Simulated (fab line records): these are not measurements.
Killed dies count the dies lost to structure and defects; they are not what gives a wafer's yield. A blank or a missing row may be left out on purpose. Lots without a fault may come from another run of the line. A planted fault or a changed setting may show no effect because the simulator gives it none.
Tool commonality check :: flow gf180mcu :: Sampled: 11 lots, 33 wafers

== THE REASON FOR OPENING IT ==
2 of 11 lots carry a flag on the reading V3_W_RS at GF_V3_RS_MEAS_24. Fault-free wafers read 0.327 ohm/sq, with a standard deviation of 0.0035.
Rule: a lot gets a flag if all its wafers with a number sit over 4 standard deviations from that mean, or if no wafer of it has a number. The rest of the lots are taken to be sound.

lot: L884
measured: day 22 10:16
on: film metro-02
V3_W_RS (ohm/sq), wafer by wafer: 0.323 0.323 0.323
flag: 

lot: L885
measured: day 22 19:02
on: film metro-04
V3_W_RS (ohm/sq), wafer by wafer: 0.329 0.328 0.324
flag: 

lot: L887
measured: day 23 06:04
on: film metro-02
V3_W_RS (ohm/sq), wafer by wafer: 0.329 0.327 0.325
flag: 

lot: L890
measured: day 24 12:41
on: film metro-04
V3_W_RS (ohm/sq), wafer by wafer: 0.327 0.326 0.331
flag: 

lot: L893
measured: day 25 21:30
on: film metro-04
V3_W_RS (ohm/sq), wafer by wafer: 0.294 0.293 0.291
flag: FLAGGED

lot: L894
measured: day 26 06:16
on: film metro-04
V3_W_RS (ohm/sq), wafer by wafer: 0.290 0.289 0.290
flag: FLAGGED

lot: L895
measured: day 26 08:36
on: film metro-03
V3_W_RS (ohm/sq), wafer by wafer: 0.323 0.328 0.324
flag: 

lot: L903
measured: day 28 15:50
on: film metro-04
V3_W_RS (ohm/sq), wafer by wafer: 0.332 0.333 0.333
flag: 

lot: L904
measured: day 29 01:21
on: film metro-02
V3_W_RS (ohm/sq), wafer by wafer: 0.330 0.331 0.328
flag: 

lot: L906
measured: day 29 14:38
on: film metro-03
V3_W_RS (ohm/sq), wafer by wafer: 0.329 0.329 0.331
flag: 

lot: L907
measured: day 29 22:45
on: film metro-03
V3_W_RS (ohm/sq), wafer by wafer: 0.326 0.321 0.329
flag: 
On average the flagged lots' numbers are 0.291 ohm/sq, which is -0.036 ohm/sq against the usual, or -10 standard deviations.

== WHICH TOOL EACH LOT WENT THROUGH ==
The record holds 2 process steps before the reading, out of a route of 602 steps. Read each cell as the tool, then ch plus the chambers that the sampled wafers visited, then the start.
lot: L884
flag: 
GF_M2_SPUTTER_04: pvd sputter-03, day 18 05:18
GF_V3_CVD_23: cvd w-01 ch 0,1, day 22 10:09

lot: L885
flag: 
GF_M2_SPUTTER_04: pvd sputter-03, day 18 13:59
GF_V3_CVD_23: cvd w-02 ch 0,1, day 22 18:56

lot: L887
flag: 
GF_M2_SPUTTER_04: pvd sputter-01, day 19 00:56
GF_V3_CVD_23: cvd w-01 ch 0,1, day 23 05:57

lot: L890
flag: 
GF_M2_SPUTTER_04: pvd sputter-04, day 20 09:19
GF_V3_CVD_23: cvd w-01 ch 0,1, day 24 12:33

lot: L893
flag: FLAGGED
GF_M2_SPUTTER_04: pvd sputter-01, day 21 22:13
GF_V3_CVD_23: cvd w-01 ch 0,1, day 25 21:22

lot: L894
flag: FLAGGED
GF_M2_SPUTTER_04: pvd sputter-03, day 22 09:05
GF_V3_CVD_23: cvd w-01 ch 1, day 26 06:08

lot: L895
flag: 
GF_M2_SPUTTER_04: pvd sputter-01, day 22 11:19
GF_V3_CVD_23: cvd w-02 ch 0,1, day 26 08:28

lot: L903
flag: 
GF_M2_SPUTTER_04: pvd sputter-04, day 25 02:51
GF_V3_CVD_23: cvd w-01 ch 0,1, day 28 15:44

lot: L904
flag: 
GF_M2_SPUTTER_04: pvd sputter-03, day 25 12:14
GF_V3_CVD_23: cvd w-01 ch 0, day 29 01:14

lot: L906
flag: 
GF_M2_SPUTTER_04: pvd sputter-01, day 26 03:48
GF_V3_CVD_23: cvd w-01 ch 0,1, day 29 14:30

lot: L907
flag: 
GF_M2_SPUTTER_04: pvd sputter-03, day 26 11:33
GF_V3_CVD_23: cvd w-02 ch 0,1, day 29 22:38
What the steps here do:
- GF_M2_SPUTTER_04: material TiN, target thk 50 nm, time 41.7 s.
- GF_V3_CVD_23: deposits W, target thk 350 nm, time 104.9 s.
- GF_V3_RS_MEAS_24: measures by four-point-probe.

== FLAGGED OVER TOTAL, TOOL BY TOOL (the gauges that took the reading come last) ==
step: GF_M2_SPUTTER_04
tool: pvd sputter-01
lots run: 4
flagged: 1
share of the flagged lots: some
sound lots run after its first flagged lot: 2 (L895,L906)

step: GF_M2_SPUTTER_04
tool: pvd sputter-03
lots run: 5
flagged: 1
share of the flagged lots: some
sound lots run after its first flagged lot: 2 (L904,L907)

step: GF_M2_SPUTTER_04
tool: pvd sputter-04
lots run: 2
flagged: 0
share of the flagged lots: none
sound lots run after its first flagged lot: -

step: GF_V3_CVD_23
tool: cvd w-01
lots run: 8
flagged: 2
share of the flagged lots: all
sound lots run after its first flagged lot: 3 (L903,L904,L906)

step: GF_V3_CVD_23
tool: cvd w-02
lots run: 3
flagged: 0
share of the flagged lots: none
sound lots run after its first flagged lot: -

step: GF_V3_RS_MEAS_24
tool: film metro-02
lots run: 3
flagged: 0
share of the flagged lots: none
sound lots run after its first flagged lot: -

step: GF_V3_RS_MEAS_24
tool: film metro-03
lots run: 3
flagged: 0
share of the flagged lots: none
sound lots run after its first flagged lot: -

step: GF_V3_RS_MEAS_24
tool: film metro-04
lots run: 5
flagged: 2
share of the flagged lots: all
sound lots run after its first flagged lot: 1 (L903)

== WHAT THE TABLE ALLOWS ==
cvd w-01 at GF_V3_CVD_23 and film metro-04 at GF_V3_RS_MEAS_24 are the 2 rows of the table that ran each flagged lot.
- cvd w-01 at GF_V3_CVD_23: 2 of its 8 lots flagged. After the first flagged lot (L903, L904, L906), sound lots still ran on it; a lasting fault on the whole tool would not permit that. Its own readings (susceptor temp C) fall more than 4 standard deviations out on all wafers of the flagged lots.
- film metro-04 at GF_V3_RS_MEAS_24: 2 of its 5 lots flagged. After the first flagged lot (L903), sound lots still ran on it; a lasting fault on the whole tool would not permit that.
Not one row of the table ran every flagged lot while running no sound lot after the first.

== WHAT THE SIMULATOR HAD PUT IN ==
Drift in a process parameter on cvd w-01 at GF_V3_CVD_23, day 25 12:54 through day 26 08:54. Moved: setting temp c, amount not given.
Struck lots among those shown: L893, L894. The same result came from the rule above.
